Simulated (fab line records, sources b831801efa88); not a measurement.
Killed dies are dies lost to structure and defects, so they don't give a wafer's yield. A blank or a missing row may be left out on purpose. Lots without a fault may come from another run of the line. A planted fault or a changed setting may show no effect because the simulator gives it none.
One fault seen from 2 desks | flow gf180mcu | each desk has only its own numbers; what lay behind them comes last

THE METROLOGY DESK
What the gauges read, lot by lot, whatever tool the lot ran on: means of the sampled wafers that have a number. A lot is out of limits, marked OUT, if its mean lies more than 4 standard deviations from the usual mean; the brackets give that distance.
Columns: A = NWELL_OVL at GF_NWELL_OVL_MEAS_07, usual -0.5 nm; B = VT_IMPLANT_03_OVL at GF_VT_IMPLANT_OVL_MEAS_40, usual -1.2 nm; C = HV_LDD_OVL at GF_HV_LDD_OVL_MEAS_08, usual 0.1 nm
lot  | first seen here | A    | B    | C
L977 | day 3 07:26     | 0.2  | -0.8 | 0.1
L978 | day 3 11:49     | 0.1  | -1.1 | -0.9
L979 | day 3 17:56     | -0.4 | -1.7 | 0.4
L980 | day 3 23:49     | 0.0  | -3.3 | -1.6
L981 | day 4 04:34     | -0.2 | -1.4 | 0.9
L982 | day 4 12:13     | -1.0 | -1.7 | -1.7
L987 | day 5 13:19     | 1.7  | 0.1  | -0.9
L988 | day 5 20:28     | -1.2 | -0.4 | 2.1
L989 | day 6 00:19     | -1.8 | -2.7 | -1.4
L990 | day 6 06:58     | -1.1 | 0.3  | 0.8
L993 | day 6 22:41     | 0.2  | -2.5 | -0.8
L998 | day 8 03:43     | 0.2  | -0.6 | 1.5
L999 | day 8 09:08     | -0.8 | -1.2 | 0.1
L100 | day 8 14:43     | -0.7 | -0.6 | -1.0
This desk's finding: nothing out of limits on any of the 14 lots.

THE TOOL OWNER'S DESK: rie_si-01
The tool's own readings at GF_POLY_GATE_ETCH_13 (etches poly-Si in HBr/Cl2, stops on SiO2, target depth 198.5 nm, time 69.6 s): means of the sampled wafers that have a number, for each lot that ran on this tool. A lot is out of limits, marked OUT, if its mean lies more than 4 standard deviations from the usual mean; the brackets give that distance.
Columns: A = chamber_pressure_mTorr at GF_POLY_GATE_ETCH_13, usual 10.000 mTorr; B = drypump_motor_current_A at GF_POLY_GATE_ETCH_13, usual 5.7 A; C = he_backside_leak_sccm at GF_POLY_GATE_ETCH_13, usual 2.67 sccm; D = oes_product_au at GF_POLY_GATE_ETCH_13, usual 0.994 a.u.; E = throttle_valve_pct at GF_POLY_GATE_ETCH_13, usual 33.683 %
lot  | first seen here | A      | B   | C    | D                | E
L980 | day 10 04:35    | 10.009 | 5.6 | 2.50 | 0.991            | 33.686
L981 | day 10 10:14    | 10.000 | 4.9 | 2.64 | 1.000            | 33.687
L987 | day 12 02:16    | 10.007 | 5.2 | 2.61 | 0.943 (-8.1) OUT | 33.685
L990 | day 13 04:58    | 9.990  | 5.4 | 2.43 | 0.883 (-18) OUT  | 33.680
L999 | day 15 20:21    | 10.003 | 5.4 | 2.99 | 0.985            | 33.684
L100 | day 16 02:37    | 9.999  | 5.2 | 2.63 | 0.990            | 33.684
This desk's finding: out of limits on L987, L990; first on L987, day 12 02:16 (oes_product_au at GF_POLY_GATE_ETCH_13). In limits: L980, L981, L999, L100.

PUT TOGETHER
The tool owner's desk could have raised an alarm at day 12 02:16, on L987, L990.
The metrology desk saw nothing out of limits.
The metrology desk has L987, L990 on record, within its limits.
Of the lots named, all ran GF_POLY_GATE_ETCH_13 on rie_si-01.

WHAT THE SIMULATOR HAD PUT IN
Process parameter drift: rie_si-01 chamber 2, from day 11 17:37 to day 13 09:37, at GF_POLY_GATE_ETCH_13. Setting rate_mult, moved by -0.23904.
Lots struck among those shown: L987, L990.
Hours from the fault's start to each desk's first reading out of limits: the tool owner's desk, 9.
